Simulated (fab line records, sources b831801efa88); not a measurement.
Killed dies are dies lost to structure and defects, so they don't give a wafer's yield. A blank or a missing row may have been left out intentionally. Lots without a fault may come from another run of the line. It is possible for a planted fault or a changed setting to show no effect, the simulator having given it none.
The tool behind it: which one? ; flow sky130 ; 42 wafers from 14 lots sampled at 3 of the route's 708 steps

## WHAT THE GAUGES READ, wafer by wafer
SKY_SONOS_TUNNEL_OVL_MEAS_08. Usual: SONOS_TUNNEL_OVL typically reads -0.2 nm, with standard deviation 1.4.
lot;measured;on;SONOS_TUNNEL_OVL (nm);flag
L468;day 11 09:25;overlay-02;-2.0 -2.3 -0.8;
L469;day 11 16:49;overlay-02;2.2 1.2 3.2;
L471;day 12 03:52;overlay-02;1.0 0.9 1.5;
L472;day 12 13:54;overlay-01;-0.9 -3.4 -3.8;
L473;day 13 00:49;overlay-02;0.4 -0.1 -1.3;
L474;day 13 09:50;overlay-01;-0.4 -0.1 1.4;
L475;day 13 22:57;overlay-01;-0.1 1.6 -0.4;
L483;day 16 16:33;overlay-02;0.4 2.4 -0.4;
L484;day 16 17:21;overlay-02;0.2 0.3 1.3;
L485;day 16 22:50;overlay-02;-1.2 -1.1 -1.0;
L486;day 17 15:23;overlay-01;0.0 0.1 -0.2;
L487;day 17 19:39;overlay-02;-1.8 0.6 0.0;
L488;day 18 13:15;overlay-01;-0.6 0.9 1.6;
L491;day 19 01:22;overlay-01;-0.6 -2.1 -0.4;

SKY_GATE_OXIDE_THK_MEAS_02. Usual: GATE_OXIDE_OXIDATION_00_THK typically reads 10.12 nm, with standard deviation 0.16.
lot;measured;on;GATE_OXIDE_OXIDATION_00_THK (nm);flag
L468;day 12 17:12;film metro-04;10.09 10.10 10.14;
L469;day 13 00:36;film metro-01;9.93 10.07 10.08;
L471;day 14 02:23;film metro-04;9.92 9.97 9.91;
L472;day 14 01:14;film metro-01;10.29 10.41 10.41;
L473;day 14 11:58;film metro-04;9.83 9.93 10.09;
L474;day 15 02:14;film metro-03;10.45 10.56 10.22;
L475;day 15 15:01;film metro-01;10.33 10.48 10.59;
L483;day 18 13:47;film metro-01;10.23 10.04 9.90;
L484;day 18 13:43;film metro-03;9.91 10.22 10.02;
L485;day 18 18:32;film metro-03;10.27 10.14 10.30;
L486;day 19 07:25;film metro-01;10.14 10.11 10.04;
L487;day 19 07:38;film metro-01;9.86 10.19 9.95;
L488;day 20 08:25;film metro-01;10.16 10.05 10.06;
L491;day 20 16:25;film metro-03;10.20 10.11 10.10;

## WHAT TOOL EACH LOT RAN ON (gives the tool, then ch and the chambers of the sampled wafers, and finally the start)
lot;SKY_VT_ADJUST_LVTN_STRIP_09
L468;plasma asher-02 ch 0,1, day 6 22:17
L469;plasma asher-03 ch 1, day 7 06:02
L471;plasma asher-03 ch 0,1, day 7 14:19
L472;plasma asher-03 ch 0,1, day 7 22:49
L473;plasma asher-03 ch 0,1, day 8 05:39
L474;plasma asher-02 ch 0,1, day 8 14:23
L475;plasma asher-03 ch 0,1, day 9 02:13
L483;plasma asher-03 ch 0,1, day 11 07:07
L484;plasma asher-01 ch 0,1, day 11 08:04
L485;plasma asher-03 ch 0,1, day 11 12:59
L486;plasma asher-01 ch 0,1, day 12 02:41
L487;plasma asher-02 ch 0,1, day 12 07:11
L488;plasma asher-02 ch 0,1, day 12 22:46
L491;plasma asher-01 ch 0,1, day 13 07:46
- SKY_VT_ADJUST_LVTN_STRIP_09: strips in O2/N2.

## WHAT THE TOOLS THEMSELVES READ (means of the sampled wafers that have a number; where no wafer has one, the mark that the record gives instead)
SKY_VT_ADJUST_LVTN_STRIP_09. Usual: drypump motor current A 5.6 A, standard deviation 0.45; oes product au 0.722 a.u., standard deviation 0.0043; strip time to endpoint s 36.89 s, standard deviation 0.11.
lot;tool;drypump motor current A (A);oes product au (a.u.);strip time to endpoint s (s);flag
L468;plasma asher-02;6.0;0.723;36.83;
L469;plasma asher-03;5.1;0.723;36.79;
L471;plasma asher-03;5.4;0.724;36.79;
L472;plasma asher-03;5.3;0.719;36.67;
L473;plasma asher-03;5.4;0.719;36.96;
L474;plasma asher-02;6.0;0.722;36.77;
L475;plasma asher-03;5.4;0.721;36.91;
L483;plasma asher-03;5.3;0.721;36.95;
L484;plasma asher-01;5.8;0.724;36.89;
L485;plasma asher-03;5.3;0.720;36.99;
L486;plasma asher-01;5.6;0.721;36.75;
L487;plasma asher-02;6.0;0.723;36.82;
L488;plasma asher-02;5.7;0.725;36.78;
L491;plasma asher-01;5.6;0.726;36.86;

## THE ANSWER, worked out from the rows above alone
Rule: a lot is off if the mean of its wafers that have a number lies more than 3 standard deviations from the usual mean. A lot without any number at a reading at which 4 lots or more have one is off too. Any other lot the step has rows for is counted as sound. Order of review: gauges by route order, followed by the tools' own readings, for which a lot's mean as printed above is used. The first step at which some lot is off is used, and at that step the reading that is off furthest; a lot without a number counts as furthest.
No lot is off on any of the readings shown, so nothing can be concluded from this.

## WHAT HAD BEEN PUT IN BY THE SIMULATOR
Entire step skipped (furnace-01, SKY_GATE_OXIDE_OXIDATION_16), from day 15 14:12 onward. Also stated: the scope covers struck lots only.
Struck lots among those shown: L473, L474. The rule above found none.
